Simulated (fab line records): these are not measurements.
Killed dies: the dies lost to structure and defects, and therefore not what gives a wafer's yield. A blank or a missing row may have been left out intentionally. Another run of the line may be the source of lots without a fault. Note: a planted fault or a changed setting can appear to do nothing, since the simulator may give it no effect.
2 desks looking at one fault / flow sky130 / each desk holds nothing but its own numbers, with what lay behind them at the end

== METROLOGY DESK ==
What the gauges read, lot by lot, whatever tool the lot ran on: means of the sampled wafers that have a number. Any lot whose mean is over 4 standard deviations away from the usual mean is out of limits and marked OUT; that distance is given in the brackets.
Columns: A = cdNm at SKY_VT_ADJUST_NCORE_CD_MEAS_07, usual 380.2 nm; B = SONOS_ONO_OXIDATION_THK at SKY_SONOS_ONO_THK_MEAS_01, usual 2.59 nm; C = LDD_HVN_TW at SKY_LDD_HVN_TW_MEAS_10, usual 1441
lot=L920; first seen here=day 9 03:04; A=379.8; B=2.64; C=1436
lot=L922; first seen here=day 9 20:08; A=382.0; B=2.71; C=1450
lot=L923; first seen here=day 10 02:20; A=381.9; B=2.81; C=1440
lot=L925; first seen here=day 10 13:26; A=380.5; B=2.78; C=1442
lot=L931; first seen here=day 12 10:40; A=375.1; B=2.63; C=1447
lot=L932; first seen here=day 12 13:19; A=376.7; B=2.62; C=1435
lot=L933; first seen here=day 12 19:44; A=376.4; B=2.54; C=1434
lot=L935; first seen here=day 14 12:11; A=380.0; B=2.51; C=1442
lot=L937; first seen here=day 14 19:17; A=375.7; B=2.59; C=1446
lot=L936; first seen here=day 14 19:55; A=383.9; B=2.62; C=1439
lot=L938; first seen here=day 15 01:52; A=379.7; B=2.58; C=1445
lot=L940; first seen here=day 15 08:37; A=377.5; B=2.57; C=1451
Result from this desk: across the 12 lots, nothing is out of limits.

== DESK OF THE TOOL OWNER: furnace-01 ==
The tool's own readings at SKY_SONOS_ONO_OXIDATION_00 (stabilise 600 s, purge 300 s, target thk 2.6 nm): means of the sampled wafers that have a number, for each lot that ran on this tool. Any lot whose mean is over 4 standard deviations away from the usual mean is out of limits and marked OUT; that distance is given in the brackets.
Columns: A = spikeTcCentreC at SKY_SONOS_ONO_OXIDATION_00, usual 799.9 C; B = spikeTcLowerC at SKY_SONOS_ONO_OXIDATION_00, usual 801.7 C; C = spikeTcTopC at SKY_SONOS_ONO_OXIDATION_00, usual 812.9 C; D = spikeTcUpperC at SKY_SONOS_ONO_OXIDATION_00, usual 800.7 C; E = tubeCenterTempC at SKY_SONOS_ONO_OXIDATION_00, usual 799.99 C; F = tube_center_temp_C_max at SKY_SONOS_ONO_OXIDATION_00, usual 802.0
lot=L920; first seen here=day 12 00:34; A=799.1; B=801.1; C=813.7; D=801.6; E=799.92; F=801.9
lot=L922; first seen here=day 12 19:35; A=804.3; B=807.6 (+5.4) OUT; C=819.3 (+4.9) OUT; D=808.5 (+5.6) OUT; E=805.90 (+87) OUT; F=808.1 (+18) OUT
lot=L923; first seen here=day 13 04:29; A=804.7; B=807.5 (+5.3) OUT; C=819.5 (+5.1) OUT; D=807.1 (+4.6) OUT; E=805.92 (+87) OUT; F=807.7 (+17) OUT
lot=L925; first seen here=day 13 16:19; A=804.6; B=806.9 (+4.7) OUT; C=819.2 (+4.8) OUT; D=807.7 (+5.0) OUT; E=805.85 (+86) OUT; F=808.0 (+18) OUT
lot=L931; first seen here=day 15 21:52; A=799.1; B=801.2; C=813.3; D=801.3; E=799.95; F=801.9
lot=L932; first seen here=day 15 21:52; A=798.7; B=800.5; C=813.5; D=802.4; E=800.03; F=802.0
lot=L933; first seen here=day 16 04:12; A=799.3; B=800.1; C=813.7; D=802.6; E=800.09; F=802.0
lot=L935; first seen here=day 18 02:13; A=798.7; B=801.0; C=812.4; D=801.6; E=799.98; F=802.3
lot=L940; first seen here=day 19 06:35; A=799.2; B=800.8; C=813.4; D=802.2; E=799.99; F=802.2
This desk's finding: out of limits on L922, L923, L925; first on L922, day 12 19:35 (spikeTcLowerC at SKY_SONOS_ONO_OXIDATION_00). L920, L931, L932, L933, L935, L940 stayed within limits.

== BROUGHT TOGETHER ==
At day 12 19:35, on L922, L923, L925, the tool owner's desk was in a position to raise an alarm.
From the metrology desk's view, nothing was out of limits.
The metrology desk holds a record of L922, L923, L925, inside its limits.
All the named lots went through SKY_SONOS_ONO_OXIDATION_00 on furnace-01.

== WHAT THE SIMULATOR PUT IN ==
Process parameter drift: furnace-01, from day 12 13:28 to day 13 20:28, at SKY_SONOS_ONO_OXIDATION_00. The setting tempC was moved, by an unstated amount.
Lots struck among those shown: L922, L923, L925.
Delay in hours, fault start to first out-of-limits reading, by desk: the tool owner's desk at 6.
